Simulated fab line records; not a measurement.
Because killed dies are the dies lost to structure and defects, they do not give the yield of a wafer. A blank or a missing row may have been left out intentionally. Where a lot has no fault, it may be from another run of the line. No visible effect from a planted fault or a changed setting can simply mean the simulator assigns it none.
What tool caused it?    flow gf180mcu    Sampling: 12 lots, 36 wafers, 5 of 602 route steps

## WHAT THE GAUGES SHOWED, per wafer
GF_V3_CD_MEAS_14: target cd 260 nm. Usual: cd_nm at 259.6 nm, with a standard deviation of 1.
lot   measured      on         cd_nm (nm)         flag
L936  day 22 08:31  cd_sem-01  258.3 258.8 259.9  
L937  day 22 15:32  cd_sem-02  261.2 260.5 260.7  
L938  day 22 22:16  cd_sem-02  259.3 261.0 260.7  
L939  day 23 12:56  cd_sem-02  259.8 260.6 259.4  
L946  day 25 21:49  cd_sem-01  260.7 262.8 261.1  
L948  day 26 14:01  cd_sem-01  256.9 256.7 257.9  
L950  day 27 12:41  cd_sem-01  260.7 260.5 260.9  
L951  day 27 14:41  cd_sem-02  260.2 261.0 260.6  
L952  day 27 14:52  cd_sem-01  259.1 259.1 259.4  
L953  day 28 09:40  cd_sem-01  259.4 259.7 258.9  
L958  day 29 19:22  cd_sem-02  260.1 262.0 260.6  
L959  day 29 21:12  cd_sem-01  259.8 259.1 259.3  

GF_V3_RS_MEAS_24: a four-point-probe measurement. Usual: for V3_W_RS the level is 0.324 ohm/sq and the standard deviation is 0.0054.
lot   measured      on             V3_W_RS (ohm/sq)   flag
L936  day 22 09:32  film_metro-02  0.322 0.325 0.325  
L937  day 22 16:34  film_metro-04  0.328 0.317 0.326  
L938  day 22 23:17  film_metro-03  0.312 0.309 0.326  
L939  day 23 13:58  film_metro-04  0.319 0.318 0.326  
L946  day 25 22:52  film_metro-04  0.320 0.324 0.321  
L948  day 26 15:02  film_metro-04  0.334 0.318 0.330  
L950  day 27 13:43  film_metro-02  0.313 0.326 0.320  
L951  day 27 15:43  film_metro-02  0.313 0.315 0.326  
L952  day 27 15:56  film_metro-04  0.320 0.327 0.322  
L953  day 28 10:42  film_metro-02  0.330 0.332 0.318  
L958  day 29 20:23  film_metro-04  0.328 0.323 0.327  
L959  day 29 22:15  film_metro-02  0.335 0.322 0.334  

## TOOL THAT RAN EACH LOT (tool first, then ch and the chambers of the sampled wafers, then the start)
lot   GF_M3_STRIP_17                        GF_V3_EXPOSE_11                    GF_V3_ETCH_16
L936  plasma_asher-01 ch 0,1, day 21 07:56  krf_scanner-02 ch 0, day 21 21:20  rie_diel-02 ch 0,1,2, day 22 08:40
L937  plasma_asher-03 ch 0,1, day 21 14:55  krf_scanner-01 ch 0, day 22 03:49  rie_diel-01 ch 1,2,3, day 22 15:40
L938  plasma_asher-03 ch 0,1, day 21 21:44  krf_scanner-01 ch 0, day 22 10:43  rie_diel-04 ch 2,3, day 22 22:25
L939  plasma_asher-03 ch 1, day 22 12:59    krf_scanner-01 ch 0, day 23 01:32  rie_diel-02 ch 0,1, day 23 13:04
L946  plasma_asher-04 ch 0,1, day 24 23:17  krf_scanner-01 ch 0, day 25 11:07  rie_diel-04 ch 2,3, day 25 21:58
L948  plasma_asher-01 ch 0,1, day 25 15:29  krf_scanner-02 ch 0, day 26 02:55  rie_diel-02 ch 0,1,3, day 26 14:10
L950  plasma_asher-01 ch 0,1, day 26 15:08  krf_scanner-02 ch 0, day 27 02:28  rie_diel-01 ch 1,2, day 27 12:49
L951  plasma_asher-01 ch 0,1, day 26 16:38  krf_scanner-02 ch 0, day 27 04:17  rie_diel-02 ch 0,2,3, day 27 14:49
L952  plasma_asher-04 ch 0,1, day 26 17:35  krf_scanner-02 ch 0, day 27 04:43  rie_diel-04 ch 0,2, day 27 15:01
L953  plasma_asher-01 ch 0,1, day 27 12:33  krf_scanner-02 ch 0, day 27 23:40  rie_diel-02 ch 2,3, day 28 09:49
L958  plasma_asher-04 ch 0,1, day 28 23:32  krf_scanner-02 ch 0, day 29 10:19  rie_diel-04 ch 0,1,3, day 29 19:31
L959  plasma_asher-03 ch 0,1, day 29 01:32  krf_scanner-01 ch 0, day 29 12:13  rie_diel-04 ch 0,1,3, day 29 21:20
- GF_M3_STRIP_17: strips in O2/N2.
- GF_V3_EXPOSE_11: exposes mask Via3, target cd 260 nm.
- GF_V3_ETCH_16: etches BARC in N2/H2.

## AS READ BY THE TOOLS THEMSELVES (means over the sampled wafers that have a number; for cases with no such wafer, the mark the record gives instead)
GF_M3_STRIP_17. Usual: drypump_motor_current_A 6.2 A, standard deviation 0.33; heater_power_w 337 W, standard deviation 14; o2_flow_sccm 3000 sccm, standard deviation 8.6; oes_product_au 0.559 a.u., standard deviation 0.0054; strip_time_to_endpoint_s 7.91 s, standard deviation 0.038.
lot   tool             drypump_motor_current_A (A)  heater_power_w (W)  o2_flow_sccm (sccm)  oes_product_au (a.u.)  strip_time_to_endpoint_s (s)  flag
L936  plasma_asher-01  6.4                          346                 2998                 0.554                  7.86                          
L937  plasma_asher-03  5.7                          327                 3002                 0.560                  7.92                          
L938  plasma_asher-03  5.7                          337                 2994                 0.565                  7.95                          
L939  plasma_asher-03  5.6                          316                 2997                 0.558                  7.93                          
L946  plasma_asher-04  6.3                          328                 3000                 0.553                  7.82                          
L948  plasma_asher-01  6.5                          350                 2999                 0.564                  7.96                          
L950  plasma_asher-01  6.4                          343                 3007                 0.563                  7.93                          
L951  plasma_asher-01  6.4                          346                 2995                 0.561                  7.92                          
L952  plasma_asher-04  6.3                          335                 2997                 0.556                  7.91                          
L953  plasma_asher-01  6.5                          352                 2996                 0.561                  7.90                          
L958  plasma_asher-04  6.3                          327                 3000                 0.562                  7.93                          
L959  plasma_asher-03  5.7                          329                 3002                 0.558                  7.87                          

GF_V3_ETCH_16. Usual: drypump_motor_current_A 5.8 A, standard deviation 0.47; oes_product_au 0.855 a.u., standard deviation 0.0046; throttle_valve_pct 13.226 %, standard deviation 0.0093.
lot   tool         drypump_motor_current_A (A)  oes_product_au (a.u.)  throttle_valve_pct (%)  flag
L936  rie_diel-02  5.7                          0.854                  13.231                  
L937  rie_diel-01  6.0                          0.855                  13.219                  
L938  rie_diel-04  5.9                          0.853                  13.231                  
L939  rie_diel-02  5.9                          0.852                  13.232                  
L946  rie_diel-04  5.9                          0.858                  13.232                  
L948  rie_diel-02  5.6                          0.855                  13.227                  
L950  rie_diel-01  5.8                          0.854                  13.216                  
L951  rie_diel-02  5.4                          0.856                  13.225                  
L952  rie_diel-04  6.1                          0.852                  13.230                  
L953  rie_diel-02  5.0                          0.853                  13.220                  
L958  rie_diel-04  6.0                          0.854                  13.229                  
L959  rie_diel-04  6.0                          0.857                  13.224                  

## THE ANSWER, worked out from the rows above alone
Rule: a lot is off if the mean of its wafers that have a number lies more than 3 standard deviations from the usual mean. Also off: a lot with no number at a reading for which 4 or more lots have one. Any other lot the step has rows for is counted as sound. Order of review: gauges by route order, followed by the tools' own readings, for which a lot's mean as printed above is used. At the first step where some lot is off, the reading lying furthest off is the one used; lots without a number count as furthest.
None of the lots is off at any reading shown; this tells nothing.

## WHAT THE SIMULATOR HAD INSERTED
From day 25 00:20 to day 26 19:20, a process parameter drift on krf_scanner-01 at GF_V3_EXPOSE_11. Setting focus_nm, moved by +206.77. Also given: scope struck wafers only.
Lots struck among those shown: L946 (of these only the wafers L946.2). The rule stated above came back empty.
